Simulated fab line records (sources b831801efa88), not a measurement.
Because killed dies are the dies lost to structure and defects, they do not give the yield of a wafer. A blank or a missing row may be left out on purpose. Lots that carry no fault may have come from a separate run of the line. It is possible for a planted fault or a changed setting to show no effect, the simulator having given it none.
A sampling plan put to the test	flow sky130	one fab line, 62 faults that these records tell of, each judged on the records of the lots that it struck
The plan consists of the line's own looks: route steps at which the wafer is read by a gauge or an inspection but not changed. A look can be judged if struck wafers have a number there and the file gives its usual mean and standard deviation on fault-free wafers. Caught: the struck wafers' mean, at a look after the fault's first step, is 4 or more of those standard deviations (sigma) away from the usual mean. On the tool: the test repeated on the tool's own readings taken at the fault's steps. A different recipe on the struck wafers counts as caught too, as does a record blank only for those wafers.

## THE FAULTS, as the simulator had put them in
1. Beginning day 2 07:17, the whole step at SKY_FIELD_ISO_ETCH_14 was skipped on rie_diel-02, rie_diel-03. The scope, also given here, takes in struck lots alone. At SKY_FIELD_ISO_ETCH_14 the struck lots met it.
2. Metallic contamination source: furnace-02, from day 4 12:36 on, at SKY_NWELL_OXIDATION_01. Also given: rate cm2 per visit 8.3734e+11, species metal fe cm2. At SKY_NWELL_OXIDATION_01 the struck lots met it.
3. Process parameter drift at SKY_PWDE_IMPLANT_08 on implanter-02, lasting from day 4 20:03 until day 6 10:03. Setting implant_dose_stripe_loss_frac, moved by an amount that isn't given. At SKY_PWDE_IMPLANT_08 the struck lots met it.
4. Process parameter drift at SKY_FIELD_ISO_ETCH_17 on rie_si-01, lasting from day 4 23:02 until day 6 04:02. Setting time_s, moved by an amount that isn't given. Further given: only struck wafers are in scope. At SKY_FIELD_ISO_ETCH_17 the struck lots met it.
5. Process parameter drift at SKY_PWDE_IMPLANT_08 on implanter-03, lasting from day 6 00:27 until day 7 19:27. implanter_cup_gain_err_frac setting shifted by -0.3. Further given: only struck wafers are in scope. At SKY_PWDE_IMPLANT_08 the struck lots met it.
6. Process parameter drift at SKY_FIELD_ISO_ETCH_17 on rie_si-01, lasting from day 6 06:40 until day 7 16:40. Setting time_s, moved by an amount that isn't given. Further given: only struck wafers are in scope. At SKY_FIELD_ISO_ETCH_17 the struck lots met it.
7. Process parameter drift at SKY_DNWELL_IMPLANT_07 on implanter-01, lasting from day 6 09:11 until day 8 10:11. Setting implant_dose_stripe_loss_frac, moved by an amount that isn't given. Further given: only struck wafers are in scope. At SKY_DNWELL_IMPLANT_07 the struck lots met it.
8. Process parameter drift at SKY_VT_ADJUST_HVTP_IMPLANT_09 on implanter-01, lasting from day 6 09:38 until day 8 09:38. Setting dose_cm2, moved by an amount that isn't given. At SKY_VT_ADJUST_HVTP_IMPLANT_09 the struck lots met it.
9. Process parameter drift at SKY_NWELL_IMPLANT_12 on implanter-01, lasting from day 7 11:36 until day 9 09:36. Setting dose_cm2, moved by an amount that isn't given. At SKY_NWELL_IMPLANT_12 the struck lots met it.
10. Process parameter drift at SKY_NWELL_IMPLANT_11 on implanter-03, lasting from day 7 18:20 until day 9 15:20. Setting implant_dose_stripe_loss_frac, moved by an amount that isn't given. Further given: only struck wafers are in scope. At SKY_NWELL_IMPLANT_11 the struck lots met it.
11. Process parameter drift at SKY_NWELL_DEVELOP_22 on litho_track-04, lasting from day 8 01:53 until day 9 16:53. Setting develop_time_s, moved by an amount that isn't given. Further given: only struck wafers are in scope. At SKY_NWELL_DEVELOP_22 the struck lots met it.
12. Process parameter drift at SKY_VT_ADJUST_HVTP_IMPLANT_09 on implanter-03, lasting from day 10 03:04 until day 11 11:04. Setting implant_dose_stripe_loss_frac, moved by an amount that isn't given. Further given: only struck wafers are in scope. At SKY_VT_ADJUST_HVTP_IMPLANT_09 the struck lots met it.
13. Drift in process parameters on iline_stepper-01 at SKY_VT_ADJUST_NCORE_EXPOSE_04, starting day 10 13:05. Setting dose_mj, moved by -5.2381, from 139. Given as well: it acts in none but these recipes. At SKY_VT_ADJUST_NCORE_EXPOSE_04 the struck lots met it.
14. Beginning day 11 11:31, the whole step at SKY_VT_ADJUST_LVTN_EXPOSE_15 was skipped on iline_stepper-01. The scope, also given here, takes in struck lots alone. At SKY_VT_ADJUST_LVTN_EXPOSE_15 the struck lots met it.
15. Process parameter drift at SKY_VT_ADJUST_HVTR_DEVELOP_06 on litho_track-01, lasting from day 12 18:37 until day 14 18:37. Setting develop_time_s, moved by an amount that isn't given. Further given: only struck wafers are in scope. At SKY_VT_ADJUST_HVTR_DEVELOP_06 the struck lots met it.
16. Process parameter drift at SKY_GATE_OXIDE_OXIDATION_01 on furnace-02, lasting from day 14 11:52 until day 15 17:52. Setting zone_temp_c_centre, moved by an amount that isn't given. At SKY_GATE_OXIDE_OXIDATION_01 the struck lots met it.
17. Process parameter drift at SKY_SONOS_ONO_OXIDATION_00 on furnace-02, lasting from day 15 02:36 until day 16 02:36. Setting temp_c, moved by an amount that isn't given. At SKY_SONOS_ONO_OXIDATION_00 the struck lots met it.
18. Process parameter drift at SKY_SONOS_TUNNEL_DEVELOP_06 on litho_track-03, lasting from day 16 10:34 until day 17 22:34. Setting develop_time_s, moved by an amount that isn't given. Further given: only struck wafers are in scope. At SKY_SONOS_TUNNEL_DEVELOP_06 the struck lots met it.
19. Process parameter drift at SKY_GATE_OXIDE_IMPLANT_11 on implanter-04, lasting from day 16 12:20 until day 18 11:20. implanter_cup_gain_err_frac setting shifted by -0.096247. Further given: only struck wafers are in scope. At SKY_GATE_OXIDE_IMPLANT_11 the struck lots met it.
20. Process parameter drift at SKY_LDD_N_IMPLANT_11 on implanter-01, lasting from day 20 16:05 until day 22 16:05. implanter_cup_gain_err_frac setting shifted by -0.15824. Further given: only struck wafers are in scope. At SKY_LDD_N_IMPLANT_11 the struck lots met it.
21. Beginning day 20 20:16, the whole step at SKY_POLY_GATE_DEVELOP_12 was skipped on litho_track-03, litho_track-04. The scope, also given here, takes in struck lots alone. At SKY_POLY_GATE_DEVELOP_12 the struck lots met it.
22. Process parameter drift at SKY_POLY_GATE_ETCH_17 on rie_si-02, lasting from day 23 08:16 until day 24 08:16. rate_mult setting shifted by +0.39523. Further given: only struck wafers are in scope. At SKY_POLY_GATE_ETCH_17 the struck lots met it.
23. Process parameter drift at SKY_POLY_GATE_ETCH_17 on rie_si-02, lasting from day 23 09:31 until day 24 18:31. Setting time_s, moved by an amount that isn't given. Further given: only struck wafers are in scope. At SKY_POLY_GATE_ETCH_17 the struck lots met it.
24. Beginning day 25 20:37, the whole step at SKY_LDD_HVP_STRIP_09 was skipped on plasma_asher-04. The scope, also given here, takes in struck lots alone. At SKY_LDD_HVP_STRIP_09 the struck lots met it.
25. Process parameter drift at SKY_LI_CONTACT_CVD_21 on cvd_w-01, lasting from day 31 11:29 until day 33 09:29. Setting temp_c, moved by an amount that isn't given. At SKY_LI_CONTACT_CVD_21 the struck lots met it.
26. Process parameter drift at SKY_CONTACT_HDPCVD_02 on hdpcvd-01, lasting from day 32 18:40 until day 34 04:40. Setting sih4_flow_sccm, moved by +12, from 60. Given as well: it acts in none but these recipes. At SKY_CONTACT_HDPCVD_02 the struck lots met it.
27. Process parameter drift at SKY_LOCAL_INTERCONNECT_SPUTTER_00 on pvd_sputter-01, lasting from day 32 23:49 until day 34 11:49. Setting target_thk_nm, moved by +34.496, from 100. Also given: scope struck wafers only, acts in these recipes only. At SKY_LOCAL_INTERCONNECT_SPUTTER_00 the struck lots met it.
28. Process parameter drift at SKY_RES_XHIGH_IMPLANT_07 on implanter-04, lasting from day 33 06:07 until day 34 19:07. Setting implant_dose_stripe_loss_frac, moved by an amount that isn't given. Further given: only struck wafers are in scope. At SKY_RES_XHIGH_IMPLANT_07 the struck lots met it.
29. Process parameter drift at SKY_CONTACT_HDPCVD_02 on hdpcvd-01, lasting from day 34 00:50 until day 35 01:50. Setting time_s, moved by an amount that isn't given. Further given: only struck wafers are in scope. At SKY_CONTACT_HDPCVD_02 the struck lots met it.
30. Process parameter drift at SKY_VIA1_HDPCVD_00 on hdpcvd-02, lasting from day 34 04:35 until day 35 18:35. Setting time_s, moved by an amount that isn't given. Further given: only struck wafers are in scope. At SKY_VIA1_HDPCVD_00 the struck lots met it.
31. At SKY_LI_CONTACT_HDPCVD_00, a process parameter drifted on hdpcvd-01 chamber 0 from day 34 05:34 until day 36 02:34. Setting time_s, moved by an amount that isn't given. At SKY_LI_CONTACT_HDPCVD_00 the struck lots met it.
32. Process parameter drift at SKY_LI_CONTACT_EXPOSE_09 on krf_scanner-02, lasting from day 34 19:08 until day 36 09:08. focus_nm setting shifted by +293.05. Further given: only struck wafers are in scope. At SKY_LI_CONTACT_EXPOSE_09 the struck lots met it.
33. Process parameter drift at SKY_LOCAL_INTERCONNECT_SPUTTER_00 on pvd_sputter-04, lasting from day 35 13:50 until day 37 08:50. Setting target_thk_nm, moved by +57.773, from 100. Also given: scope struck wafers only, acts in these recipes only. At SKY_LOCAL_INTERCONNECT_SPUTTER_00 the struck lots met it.
34. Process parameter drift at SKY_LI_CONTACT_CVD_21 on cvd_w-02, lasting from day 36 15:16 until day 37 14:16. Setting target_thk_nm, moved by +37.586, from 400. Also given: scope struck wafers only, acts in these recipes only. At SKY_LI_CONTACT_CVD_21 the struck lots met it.
35. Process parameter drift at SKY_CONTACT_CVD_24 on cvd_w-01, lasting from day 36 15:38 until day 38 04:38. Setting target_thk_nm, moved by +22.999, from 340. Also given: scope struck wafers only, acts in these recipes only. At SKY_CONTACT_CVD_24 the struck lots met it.
36. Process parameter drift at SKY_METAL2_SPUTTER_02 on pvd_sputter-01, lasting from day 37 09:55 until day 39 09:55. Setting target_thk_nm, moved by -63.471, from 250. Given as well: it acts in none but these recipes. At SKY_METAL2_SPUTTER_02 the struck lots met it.
37. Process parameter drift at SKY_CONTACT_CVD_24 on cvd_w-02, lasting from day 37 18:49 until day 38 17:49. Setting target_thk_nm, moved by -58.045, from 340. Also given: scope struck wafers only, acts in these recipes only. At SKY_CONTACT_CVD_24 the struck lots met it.
38. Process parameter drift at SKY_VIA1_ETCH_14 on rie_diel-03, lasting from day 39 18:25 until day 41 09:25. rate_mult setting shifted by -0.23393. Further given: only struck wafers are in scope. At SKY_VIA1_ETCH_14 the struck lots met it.
39. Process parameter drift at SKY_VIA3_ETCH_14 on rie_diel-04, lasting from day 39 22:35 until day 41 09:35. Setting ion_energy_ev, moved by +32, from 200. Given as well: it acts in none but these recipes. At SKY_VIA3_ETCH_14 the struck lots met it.
40. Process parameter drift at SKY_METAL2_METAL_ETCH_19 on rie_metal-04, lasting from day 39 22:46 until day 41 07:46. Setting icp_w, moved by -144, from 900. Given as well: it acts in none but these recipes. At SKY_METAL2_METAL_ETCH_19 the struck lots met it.
41. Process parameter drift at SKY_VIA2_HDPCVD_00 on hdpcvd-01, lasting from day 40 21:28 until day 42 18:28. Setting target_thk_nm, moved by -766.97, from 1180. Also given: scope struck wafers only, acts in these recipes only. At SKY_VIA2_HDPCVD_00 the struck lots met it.
42. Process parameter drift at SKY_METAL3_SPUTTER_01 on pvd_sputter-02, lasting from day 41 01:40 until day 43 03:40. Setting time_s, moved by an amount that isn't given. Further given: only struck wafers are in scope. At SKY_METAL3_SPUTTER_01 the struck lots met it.
43. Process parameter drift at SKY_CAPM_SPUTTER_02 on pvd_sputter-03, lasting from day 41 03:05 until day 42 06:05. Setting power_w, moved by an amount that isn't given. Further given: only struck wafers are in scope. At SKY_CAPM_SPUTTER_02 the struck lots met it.
44. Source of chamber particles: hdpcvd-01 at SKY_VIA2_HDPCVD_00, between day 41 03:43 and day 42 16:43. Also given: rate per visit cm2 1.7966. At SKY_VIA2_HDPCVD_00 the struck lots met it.
45. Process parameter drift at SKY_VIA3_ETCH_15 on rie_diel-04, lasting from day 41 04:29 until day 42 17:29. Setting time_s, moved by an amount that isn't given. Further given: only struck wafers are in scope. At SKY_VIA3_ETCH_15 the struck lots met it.
46. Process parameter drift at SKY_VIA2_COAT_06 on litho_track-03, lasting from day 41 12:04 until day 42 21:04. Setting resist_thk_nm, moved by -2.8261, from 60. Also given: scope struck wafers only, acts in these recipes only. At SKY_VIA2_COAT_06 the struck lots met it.
47. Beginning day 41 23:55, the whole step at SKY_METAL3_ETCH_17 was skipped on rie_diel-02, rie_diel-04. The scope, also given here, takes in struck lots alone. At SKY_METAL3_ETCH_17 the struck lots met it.
48. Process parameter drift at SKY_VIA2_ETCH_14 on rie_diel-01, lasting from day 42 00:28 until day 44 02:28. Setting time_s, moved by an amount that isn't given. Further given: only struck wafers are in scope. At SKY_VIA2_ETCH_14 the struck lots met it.
49. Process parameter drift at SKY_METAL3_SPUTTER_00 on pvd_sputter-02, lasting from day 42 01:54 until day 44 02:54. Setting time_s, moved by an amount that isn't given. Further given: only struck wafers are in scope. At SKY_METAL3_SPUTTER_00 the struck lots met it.
50. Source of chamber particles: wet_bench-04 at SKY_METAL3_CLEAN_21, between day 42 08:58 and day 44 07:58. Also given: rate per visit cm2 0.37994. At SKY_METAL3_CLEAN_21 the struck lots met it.
51. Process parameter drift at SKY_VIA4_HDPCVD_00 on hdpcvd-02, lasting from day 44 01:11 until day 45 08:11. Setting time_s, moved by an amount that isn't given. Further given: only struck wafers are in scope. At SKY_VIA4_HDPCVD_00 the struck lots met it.
52. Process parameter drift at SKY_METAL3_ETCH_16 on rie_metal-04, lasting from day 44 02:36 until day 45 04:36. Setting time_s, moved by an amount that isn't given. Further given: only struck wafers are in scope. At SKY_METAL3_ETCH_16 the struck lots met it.
53. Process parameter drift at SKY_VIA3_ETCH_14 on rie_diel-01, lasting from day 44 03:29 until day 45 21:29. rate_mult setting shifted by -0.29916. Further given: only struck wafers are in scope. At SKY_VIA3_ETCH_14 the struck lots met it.
54. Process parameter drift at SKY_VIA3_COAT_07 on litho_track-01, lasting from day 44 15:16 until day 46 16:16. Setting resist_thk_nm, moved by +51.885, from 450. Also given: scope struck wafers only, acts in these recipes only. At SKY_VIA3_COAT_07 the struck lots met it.
55. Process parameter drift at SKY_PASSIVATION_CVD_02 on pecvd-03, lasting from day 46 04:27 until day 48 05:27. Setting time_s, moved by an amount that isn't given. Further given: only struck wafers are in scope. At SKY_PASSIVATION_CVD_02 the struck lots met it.
56. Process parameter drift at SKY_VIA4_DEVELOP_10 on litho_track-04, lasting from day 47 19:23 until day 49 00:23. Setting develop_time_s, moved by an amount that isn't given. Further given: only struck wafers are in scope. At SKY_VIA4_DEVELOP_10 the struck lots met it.
57. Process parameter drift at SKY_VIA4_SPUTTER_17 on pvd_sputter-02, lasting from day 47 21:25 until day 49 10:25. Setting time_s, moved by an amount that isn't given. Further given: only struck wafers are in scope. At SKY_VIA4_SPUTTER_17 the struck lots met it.
58. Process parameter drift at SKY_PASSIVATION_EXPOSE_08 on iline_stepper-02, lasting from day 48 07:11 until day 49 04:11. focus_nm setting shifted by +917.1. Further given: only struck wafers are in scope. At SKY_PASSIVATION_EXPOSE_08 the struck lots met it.
59. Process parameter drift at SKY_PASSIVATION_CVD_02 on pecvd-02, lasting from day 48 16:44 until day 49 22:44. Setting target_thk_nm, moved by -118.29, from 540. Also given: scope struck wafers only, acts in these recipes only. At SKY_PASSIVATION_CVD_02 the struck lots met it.
60. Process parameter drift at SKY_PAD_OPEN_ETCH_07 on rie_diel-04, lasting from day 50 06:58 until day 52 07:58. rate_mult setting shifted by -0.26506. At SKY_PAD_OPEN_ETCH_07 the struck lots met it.
61. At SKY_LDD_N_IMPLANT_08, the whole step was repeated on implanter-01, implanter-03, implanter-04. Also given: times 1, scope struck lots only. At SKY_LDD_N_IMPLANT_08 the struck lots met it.
62. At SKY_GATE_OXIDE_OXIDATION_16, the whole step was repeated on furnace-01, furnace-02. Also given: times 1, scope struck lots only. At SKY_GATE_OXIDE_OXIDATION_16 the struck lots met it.

## WHAT THE PLAN SAW
fault	on the tool itself	first look that catches it	reading, sigma	median hours from its first step to that look	hours from the fault's start to the first struck lot there	judged looks passed uncaught
1	the tool's record is blank for the struck wafers	no look after it can be judged	-	-	-	0
2	under 2 sigma	none of the 4 looks that can be judged after it	-	-	-	4
3	under 2 sigma	SKY_NWELL_RS_MEAS_31	PWDE_RS +12	40.6	63	1
4	run_length_s +11 sigma	no look after it can be judged	-	-	-	0
5	beam_on_s +21 sigma	SKY_PWDE_TW_MEAS_10	PWDE_TW +13	0.2	12	0
6	run_length_s +7.0 sigma	no look after it can be judged	-	-	-	0
7	under 2 sigma	none of the 5 looks that can be judged after it	-	-	-	5
8	dose_ions_cm2 +99 or beyond sigma	SKY_VT_ADJUST_HVTP_TW_MEAS_11	VT_ADJUST_HVTP_TW +13	0.2	8	0
9	dose_ions_cm2 +98 sigma	no look after it can be judged	-	-	-	0
10	no reading that can be judged	SKY_NWELL_TW_MEAS_15	NWELL_TW -6.2	0.5	5	0
11	no reading that can be judged	none of the 8 looks that can be judged after it	strongest: NWELL_2_TW at SKY_NWELL_TW_MEAS_26, -2.2	-	-	8
12	no reading that can be judged	SKY_VT_ADJUST_HVTP_TW_MEAS_11	VT_ADJUST_HVTP_TW -5.3	0.2	7	0
13	exposure_dose_mJ_cm2 -32 sigma	SKY_VT_ADJUST_NCORE_CD_MEAS_07	cd_nm -4.4	11.6	24	0
14	no reading that can be judged	no look after it can be judged	-	-	-	0
15	under 2 sigma	SKY_VT_ADJUST_HVTR_CD_MEAS_07	cd_nm +8.2	0.1	4	0
16	zone_power_centre_pct +39 sigma	none of the 2 looks that can be judged after it	strongest: GATE_OXIDE_OXIDATION_00_THK at SKY_GATE_OXIDE_THK_MEAS_02, +3.5	-	-	2
17	tube_center_temp_C +99 or beyond sigma	SKY_SONOS_ONO_THK_MEAS_01	SONOS_ONO_OXIDATION_THK +6.5	1.3	7	0
18	no reading that can be judged	SKY_SONOS_TUNNEL_CD_MEAS_07	cd_nm -4.8	0.1	5	0
19	beam_on_s +6.0 sigma	SKY_GATE_OXIDE_TW_MEAS_14	GATE_OXIDE_TW +5.0	0.3	25	0
20	beam_on_s +9.8 sigma	not the one look that can be judged after it	-	-	-	1
21	no reading that can be judged	no look after it can be judged	-	-	-	0
22	under 2 sigma	not the one look that can be judged after it	-	-	-	1
23	run_length_s +34 sigma	no look after it can be judged	-	-	-	0
24	the tool's record is blank for the struck wafers	SKY_LDD_LDN_TW_MEAS_13	LDD_LDN_TW -99 or beyond	30.0	33	1
25	susceptor_temp_C -19 sigma	SKY_LI_CONTACT_RS_MEAS_22	LI_CONTACT_W_RS +8.1	0.1	8	0
26	sih4_flow_sccm +62 sigma	SKY_CONTACT_THK_MEAS_03	CONTACT_HDPCVD_THK +24	0.1	4	0
27	under 2 sigma	SKY_LOCAL_INTERCONNECT_RS_MEAS_01	LOCAL_INTERCONNECT_TIN_RS -29	0.1	2	0
28	under 2 sigma	SKY_RES_XHIGH_TW_MEAS_09	RES_XHIGH_TW -18	0.2	20	0
29	run_length_s -20 sigma	SKY_CONTACT_THK_MEAS_03	CONTACT_HDPCVD_THK -13	0.1	2	0
30	run_length_s +27 sigma	SKY_VIA1_THK_MEAS_01	VIA1_HDPCVD_THK +9.2	0.1	13	0
31	run_length_s +24 sigma	SKY_LI_CONTACT_THK_MEAS_01	LI_CONTACT_HDPCVD_THK +12	0.1	3	0
32	under 2 sigma	SKY_LI_CONTACT_CD_MEAS_12	cd_nm -20	13.0	15	0
33	under 2 sigma	SKY_LOCAL_INTERCONNECT_RS_MEAS_01	LOCAL_INTERCONNECT_TIN_RS -41	0.1	38	0
34	under 2 sigma	SKY_LI_CONTACT_RS_MEAS_22	LI_CONTACT_W_RS -9.0	0.1	10	0
35	under 2 sigma	SKY_CONTACT_RS_MEAS_25	CONTACT_W_RS -6.3	0.1	22	0
36	under 2 sigma	SKY_METAL2_RS_MEAS_05	METAL2_ALCU_RS +36	0.1	2	0
37	under 2 sigma	SKY_CONTACT_RS_MEAS_25	CONTACT_W_RS +18	0.1	1	0
38	only faintly: oes_product_au -2.1 sigma	not the one look that can be judged after it	-	-	-	1
39	under 2 sigma	no look after it can be judged	-	-	-	0
40	rf_fwd_power_W -43 sigma	no look after it can be judged	-	-	-	0
41	under 2 sigma	SKY_VIA2_THK_MEAS_01	VIA2_HDPCVD_THK -67	0.1	4	0
42	under 2 sigma	no look after it can be judged	-	-	-	0
43	cathode_dc_power_W +99 or beyond sigma	SKY_CAPM_RS_MEAS_03	CAPM_TIN_RS -27	0.1	20	0
44	no reading that can be judged	no look after it can be judged	-	-	-	0
45	run_length_s -17 sigma	no look after it can be judged	-	-	-	0
46	under 2 sigma	no look after it can be judged	-	-	-	0
47	the tool's record is blank for the struck wafers	no look after it can be judged	-	-	-	0
48	run_length_s -35 sigma	no look after it can be judged	-	-	-	0
49	under 2 sigma	no look after it can be judged	-	-	-	0
50	no reading that can be judged	none of the 2 looks that can be judged after it	-	-	-	2
51	run_length_s +99 or beyond sigma	SKY_VIA4_THK_MEAS_01	VIA4_HDPCVD_THK +60	0.2	18	0
52	run_length_s +33 sigma	no look after it can be judged	-	-	-	0
53	oes_product_au -9.7 sigma	no look after it can be judged	-	-	-	0
54	under 2 sigma	no look after it can be judged	-	-	-	0
55	under 2 sigma	SKY_PASSIVATION_THK_MEAS_03	PASSIVATION_CVD_02_THK -11	0.2	12	0
56	no reading that can be judged	not the one look that can be judged after it	-	-	-	1
57	under 2 sigma	no look after it can be judged	-	-	-	0
58	under 2 sigma	no look after it can be judged	-	-	-	0
59	under 2 sigma	SKY_PASSIVATION_THK_MEAS_03	PASSIVATION_CVD_02_THK -17	0.2	1	0
60	oes_product_au -18 sigma	no look after it can be judged	-	-	-	0
61	no reading that can be judged	SKY_LDD_N_TW_MEAS_17	LDD_N_TW +6.5	1.6	-	0
62	under 2 sigma	no look after it can be judged	-	-	-	0
A dash: the fault isn't caught, or these records don't give the number.

Caught at a look: 30 of 62. Caught on the tool: 27 of 62. By one or the other: 44 of 62.
On the tool alone, faults 1, 4, 6, 9, 16, 20, 23, 40, 45, 47, 48, 52, 53, 60 were caught.
Caught at a look alone: faults 3, 10, 12, 15, 18, 27, 28, 32, 33, 34, 35, 36, 37, 41, 55, 59, 61.
Caught by neither: faults 2, 7, 11, 14, 21, 22, 38, 39, 42, 44, 46, 49, 50, 54, 56, 57, 58, 62.

## THINNER SAMPLING
In the worst case, this is how late the first struck lot would be measured if the look that catches a fault measured only every second or every third lot, by lot number:
fault	struck lots at that look, in order of time	every lot	every second lot	every third lot
3	L449	63 h	may miss it	may miss it
5	L684, L687, L688	12 h	27 h	may miss all 3
8	L419, L424	8 h	46 h	may miss all 2
10	L763, L764, L768	5 h	14 h	40 h
12	L259, L262	7 h	31 h	may miss all 2
13	L171, L177, L178	24 h	73 h	may miss all 3
15	L508, L509, L511	4 h	8 h	may miss all 3
17	L170, L171	7 h	17 h	may miss all 2
18	L542, L544	5 h	may miss all 2	may miss all 2
19	L331, L332	25 h	33 h	may miss all 2
24	L588, L589	33 h	40 h	may miss all 2
25	L247, L251	8 h	may miss all 2	may miss all 2
26	L982, L984, L985	4 h	32 h	may miss all 3
27	L538, L539, L540	2 h	8 h	13 h
28	L670, L671	20 h	36 h	may miss all 2
29	L576, L578	2 h	may miss all 2	may miss all 2
30	L361, L362, L363	13 h	20 h	35 h
31	L523	3 h	may miss it	may miss it
32	L975, L980, L981	15 h	20 h	may miss all 3
33	L670, L671	38 h	43 h	may miss all 2
34	L446, L447, L448	10 h	12 h	17 h
35	L647, L646	22 h	26 h	may miss all 2
36	L261, L263	2 h	may miss all 2	may miss all 2
37	L140, L141, L143	1 h	2 h	may miss all 3
41	L416	4 h	may miss it	may miss it
43	L506, L508	20 h	may miss all 2	may miss all 2
51	L920, L921	18 h	21 h	may miss all 2
55	L635	12 h	may miss it	may miss it
59	L404, L407	1 h	13 h	may miss all 2
The hour figures run from when the fault began to the first measured lot among those it struck. Since the struck wafers were tested as one group against 4 sigma, a single lot by itself may lie under the limit. Other struck lots may not be in these records.

## THE LONGEST TIMED WAY FROM STEP TO LOOK
Fault 3: the median time between SKY_PWDE_IMPLANT_08 and SKY_NWELL_RS_MEAS_31 is 40.6 hours. The look between them that can be judged stayed within 4 sigma: SKY_PWDE_TW_MEAS_10.
